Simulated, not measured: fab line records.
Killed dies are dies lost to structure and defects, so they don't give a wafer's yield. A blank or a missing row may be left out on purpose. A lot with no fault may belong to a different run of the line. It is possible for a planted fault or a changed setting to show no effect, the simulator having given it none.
Split-lot experiment || flow sfqLine || on a route of 325 steps: 5 lots, 23 wafers read

== ON THE SPLIT ==
At SFQ_TRILAYER_M1_DEP_SPUTTER_037 (material Nb, target thk 200 nm, time 133.3 s), the setting timeS was moved away from the recipe's 133.3 s on 10 of the 23 wafers read, by -10.4% to +13.7%. For the rest of the wafers, this setting stayed at what the recipe calls for.

== FROM THE SPLIT TO THE READING: what the file shows between them, 5 steps ==
- SFQ_M1_RS_MEAS_909: measures by four-point-probe
- SFQ_TRILAYER_M1_LITHO_EXPOSE_040: exposes mask M1, target cd 500 nm (also split here: doseMj)
- SFQ_TRILAYER_M1_LITHO_PEB_042: peb time 60 s
- SFQ_TRILAYER_M1_LITHO_DEVELOP_041: time 60 s
- SFQ_TRILAYER_M1_BARC_OPEN_METAL_ETCH_054: etches BARC in O2, target depth 125 nm, time 41.7 s

== THE READING ==
oesProductAu, in a.u., at SFQ_TRILAYER_M1_ETCH_METAL_ETCH_042 (etches Nb in Cl2/Ar, stops on SiO2, target depth 240 nm, time 120 s). Typical for fault-free wafers on this fab line: 0.896 a.u., with standard deviation 0.0091 a.u.

{"wafer": "L080.2", "tool, chamber at the split": "pvdSputter-04, -", "timeS as run, s": 133.3, "against the recipe": "recipe", "oesProductAu, a.u.": 0.906, "against lot-mates on the recipe": "-"}
{"wafer": "L080.3", "tool, chamber at the split": "pvdSputter-04, -", "timeS as run, s": 133.3, "against the recipe": "recipe", "oesProductAu, a.u.": 0.897, "against lot-mates on the recipe": "-"}
{"wafer": "L080.4", "tool, chamber at the split": "pvdSputter-04, -", "timeS as run, s": 119.4, "against the recipe": "-10.4%", "oesProductAu, a.u.": 0.841, "against lot-mates on the recipe": -0.058}
{"wafer": "L080.5", "tool, chamber at the split": "pvdSputter-04, -", "timeS as run, s": 133.3, "against the recipe": "recipe", "oesProductAu, a.u.": 0.894, "against lot-mates on the recipe": "-"}
{"wafer": "L080.6", "tool, chamber at the split": "pvdSputter-04, -", "timeS as run, s": 119.4, "against the recipe": "-10.4%", "oesProductAu, a.u.": 0.837, "against lot-mates on the recipe": -0.062}
{"wafer": "L081.1", "tool, chamber at the split": "pvdSputter-06, -", "timeS as run, s": 133.3, "against the recipe": "recipe", "oesProductAu, a.u.": 0.898, "against lot-mates on the recipe": "-"}
{"wafer": "L081.2", "tool, chamber at the split": "pvdSputter-06, -", "timeS as run, s": 133.3, "against the recipe": "recipe", "oesProductAu, a.u.": 0.889, "against lot-mates on the recipe": "-"}
{"wafer": "L081.3", "tool, chamber at the split": "pvdSputter-06, -", "timeS as run, s": 133.3, "against the recipe": "recipe", "oesProductAu, a.u.": 0.899, "against lot-mates on the recipe": "-"}
{"wafer": "L082.1", "tool, chamber at the split": "pvdSputter-05, -", "timeS as run, s": 133.3, "against the recipe": "recipe", "oesProductAu, a.u.": 0.900, "against lot-mates on the recipe": "-"}
{"wafer": "L082.2", "tool, chamber at the split": "pvdSputter-05, -", "timeS as run, s": 133.3, "against the recipe": "recipe", "oesProductAu, a.u.": 0.892, "against lot-mates on the recipe": "-"}
{"wafer": "L082.3", "tool, chamber at the split": "pvdSputter-05, -", "timeS as run, s": 123, "against the recipe": "-7.7%", "oesProductAu, a.u.": 0.863, "against lot-mates on the recipe": -0.033}
{"wafer": "L082.4", "tool, chamber at the split": "pvdSputter-05, -", "timeS as run, s": 123, "against the recipe": "-7.7%", "oesProductAu, a.u.": 0.866, "against lot-mates on the recipe": -0.030}
{"wafer": "L082.5", "tool, chamber at the split": "pvdSputter-05, -", "timeS as run, s": 123, "against the recipe": "-7.7%", "oesProductAu, a.u.": 0.867, "against lot-mates on the recipe": -0.029}
{"wafer": "L084.1", "tool, chamber at the split": "pvdSputter-05, -", "timeS as run, s": 133.3, "against the recipe": "recipe", "oesProductAu, a.u.": 0.898, "against lot-mates on the recipe": "-"}
{"wafer": "L084.2", "tool, chamber at the split": "pvdSputter-05, -", "timeS as run, s": 150.3, "against the recipe": "+12.8%", "oesProductAu, a.u.": 0.962, "against lot-mates on the recipe": "+0.065"}
{"wafer": "L084.4", "tool, chamber at the split": "pvdSputter-05, -", "timeS as run, s": 150.3, "against the recipe": "+12.8%", "oesProductAu, a.u.": 0.958, "against lot-mates on the recipe": "+0.060"}
{"wafer": "L084.5", "tool, chamber at the split": "pvdSputter-05, -", "timeS as run, s": 133.3, "against the recipe": "recipe", "oesProductAu, a.u.": 0.897, "against lot-mates on the recipe": "-"}
{"wafer": "L084.6", "tool, chamber at the split": "pvdSputter-05, -", "timeS as run, s": 150.3, "against the recipe": "+12.8%", "oesProductAu, a.u.": 0.978, "against lot-mates on the recipe": "+0.081"}
{"wafer": "L085.1", "tool, chamber at the split": "pvdSputter-04, -", "timeS as run, s": 151.5, "against the recipe": "+13.7%", "oesProductAu, a.u.": 0.956, "against lot-mates on the recipe": "+0.063"}
{"wafer": "L085.2", "tool, chamber at the split": "pvdSputter-04, -", "timeS as run, s": 133.3, "against the recipe": "recipe", "oesProductAu, a.u.": 0.888, "against lot-mates on the recipe": "-"}
{"wafer": "L085.3", "tool, chamber at the split": "pvdSputter-04, -", "timeS as run, s": 133.3, "against the recipe": "recipe", "oesProductAu, a.u.": 0.895, "against lot-mates on the recipe": "-"}
{"wafer": "L085.5", "tool, chamber at the split": "pvdSputter-04, -", "timeS as run, s": 151.5, "against the recipe": "+13.7%", "oesProductAu, a.u.": 0.962, "against lot-mates on the recipe": "+0.069"}
{"wafer": "L085.6", "tool, chamber at the split": "pvdSputter-04, -", "timeS as run, s": 133.3, "against the recipe": "recipe", "oesProductAu, a.u.": 0.895, "against lot-mates on the recipe": "-"}

FIT RESULTS
A straight line over all 23 wafers: oesProductAu changes by +0.00499 a.u. for each +1% of timeS; r = +0.99; the points scatter about the line by 0.0066 a.u.
The same after taking each lot's own level away (the mean of its wafers on the recipe; 23 wafers): +0.00507 a.u. for each +1%; r = +0.99; scatter 0.0063 a.u.
That fit puts the effect of the largest move of timeS on the reading at 0.069 a.u.
The lots' own levels span 0.8927 to 0.8990 a.u., that is 0.7 times the standard deviation above.
So the lot-to-lot level changes the slope little: the two slopes agree.
Check: with one of the wafers moved furthest among these (+13.7%) left out of the fit, the line predicts +0.0714 a.u. for it against its lot-mates. It came out at +0.0633 a.u. against them.

== THESE WAFERS: OTHER SPLITS ==
Other splits were also applied to these wafers ahead of the reading. Each is held against what the fit with the lots' levels taken away leaves over:
{"other split on the same wafers": "SFQ_TRILAYER_L0_LITHO_COAT_010 resistThkNm", "wafers away from the commonest value": 7, "r with oesProductAu (lot level and that fit taken away)": "+0.05"}
{"other split on the same wafers": "SFQ_TRILAYER_L0_LITHO_EXPOSE_006 doseMj", "wafers away from the commonest value": 8, "r with oesProductAu (lot level and that fit taken away)": "+0.09"}
{"other split on the same wafers": "SFQ_TRILAYER_L0_VIA_LITHO_COAT_013 resistThkNm", "wafers away from the commonest value": 6, "r with oesProductAu (lot level and that fit taken away)": -0.34}
{"other split on the same wafers": "SFQ_TRILAYER_L0_VIA_BARC_OPEN_VIA_ETCH_021 timeS", "wafers away from the commonest value": 7, "r with oesProductAu (lot level and that fit taken away)": "+0.19"}
{"other split on the same wafers": "SFQ_TRILAYER_L0_VIA_ETCH_VIA_ETCH_016 biasW", "wafers away from the commonest value": 9, "r with oesProductAu (lot level and that fit taken away)": -0.42}
{"other split on the same wafers": "SFQ_TRILAYER_M0_LITHO_PEB_024 pebTimeS", "wafers away from the commonest value": 5, "r with oesProductAu (lot level and that fit taken away)": -0.12}
{"other split on the same wafers": "SFQ_TRILAYER_M0_ETCH_METAL_ETCH_024 icpW", "wafers away from the commonest value": 9, "r with oesProductAu (lot level and that fit taken away)": -0.11}
{"other split on the same wafers": "SFQ_TRILAYER_I0_VIA_LITHO_COAT_036 spinRpm", "wafers away from the commonest value": 5, "r with oesProductAu (lot level and that fit taken away)": "+0.18"}
{"other split on the same wafers": "SFQ_TRILAYER_I0_VIA_LITHO_PEB_034 pebTimeS", "wafers away from the commonest value": 11, "r with oesProductAu (lot level and that fit taken away)": "+0.23"}
{"other split on the same wafers": "SFQ_TRILAYER_M1_LITHO_EXPOSE_040 doseMj", "wafers away from the commonest value": 10, "r with oesProductAu (lot level and that fit taken away)": -0.20}

== THE WHOLE CHAIN: every reading that the file lists as answering this split, in the file's order ==
{"step": "SFQ_TRILAYER_M1_DEP_SPUTTER_037", "what it does": "material Nb, target thk 200 nm, time 133.3 s", "reading": "Nb_of_TRILAYER_M1_DEP_SPUTTER_037.thkNm (the simulator's own value, which no gauge read)", "change (the file's fit)": "+1.99 nm for each +1% of the setting", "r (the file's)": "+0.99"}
{"step": "SFQ_M1_RS_MEAS_909", "what it does": "measures by four-point-probe", "reading": "M1_NB_RS", "change (the file's fit)": "-0.0085 for each +1% of the setting", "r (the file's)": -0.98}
{"step": "SFQ_TRILAYER_M1_ETCH_METAL_ETCH_042", "what it does": "etches Nb in Cl2/Ar, stops on SiO2, target depth 240 nm, time 120 s", "reading": "oesProductAu", "change (the file's fit)": "+0.00511 a.u. for each +1% of the setting", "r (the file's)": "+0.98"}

== THE FILE'S OWN FIT ==
oesProductAu changes by +0.00511 a.u. for each +1% of timeS, r = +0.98.
